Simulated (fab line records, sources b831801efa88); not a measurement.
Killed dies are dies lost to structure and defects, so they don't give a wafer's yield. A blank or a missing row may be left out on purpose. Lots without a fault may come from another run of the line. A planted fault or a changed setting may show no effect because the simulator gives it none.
Chamber matching | flow sky130 | SKY_VIA1_CMP_02 on cmp-01: 4 sister chambers
The step polishes SiO2. 18 wafers are shown with their chamber, then 9 later ones without.

WAFERS WITH THEIR CHAMBER
wafer  | chamber | motor_current_A (A) | slurry_flow_ml_min
L571.4 | 2       | 12.8                | 149.5
L571.5 | 2       | 13.2                | 150.3
L571.6 | 1       | 13.8                | 150.5
L576.2 | 3       | 12.2                | 149.7
L576.4 | 2       | 12.9                | 149.9
L576.6 | 0       | 14.3                | 150.3
L583.1 | 3       | 11.5                | 149.0
L583.4 | 1       | 13.5                | 149.7
L583.5 | 3       | 12.1                | 149.3
L579.1 | 3       | 12.0                | 150.4
L579.2 | 1       | 13.6                | 151.0
L579.5 | 2       | 13.2                | 149.8
L580.1 | 2       | 13.5                | 150.4
L580.2 | 1       | 14.5                | 149.8
L580.3 | 3       | 11.1                | 149.9
L581.1 | 1       | 13.4                | 150.4
L581.3 | 2       | 12.9                | 149.9
L581.6 | 0       | 13.7                | 150.1

SIGNATURES (means of the wafers above)
reading            | chamber 0 | chamber 1 | chamber 2 | chamber 3 | scatter within a chamber
motor_current_A    | 14.000    | 13.760    | 13.083    | 11.780    | 0.394
slurry_flow_ml_min | 150.200   | 150.280   | 149.967   | 149.660   | 0.455
Rule: a wafer's distance from a chamber is the root of the sum, over the readings, of the square of ((its reading less the chamber's mean) divided by the reading's scatter). The wafer belongs to the nearest chamber; if the next one is less than 2 further off, it can't be placed. The scatter: the root of (the sum of the squares of (reading less its chamber's mean) over the shown wafers, divided by (wafers less chambers)).

WAFERS WITHOUT THEIR CHAMBER
wafer  | motor_current_A (A) | slurry_flow_ml_min
L585.1 | 13.0                | 150.6
L585.2 | 14.3                | 150.7
L585.3 | 12.0                | 149.9
L588.1 | 11.9                | 149.3
L588.2 | 13.3                | 150.4
L588.5 | 13.5                | 150.2
L590.4 | 11.7                | 149.2
L590.5 | 14.2                | 150.0
L590.6 | 13.2                | 150.6

WHICH CHAMBER EACH WENT THROUGH
wafer  | from the rows above          | in truth
L585.1 | can't be placed: 2 or 1 or 0 | 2
L585.2 | can't be placed: 0 or 1      | 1
L585.3 | can't be placed: 3 or 2      | 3
L588.1 | 3                            | 3
L588.2 | can't be placed: 2 or 1 or 0 | 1
L588.5 | can't be placed: 1 or 2 or 0 | 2
L590.4 | 3                            | 3
L590.5 | can't be placed: 0 or 1      | 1
L590.6 | can't be placed: 2 or 1 or 0 | 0
Placed correctly: 2 of 9. Can't be placed from these rows: 7 (the true chamber is among the candidates in 7). Placed wrongly: 0.
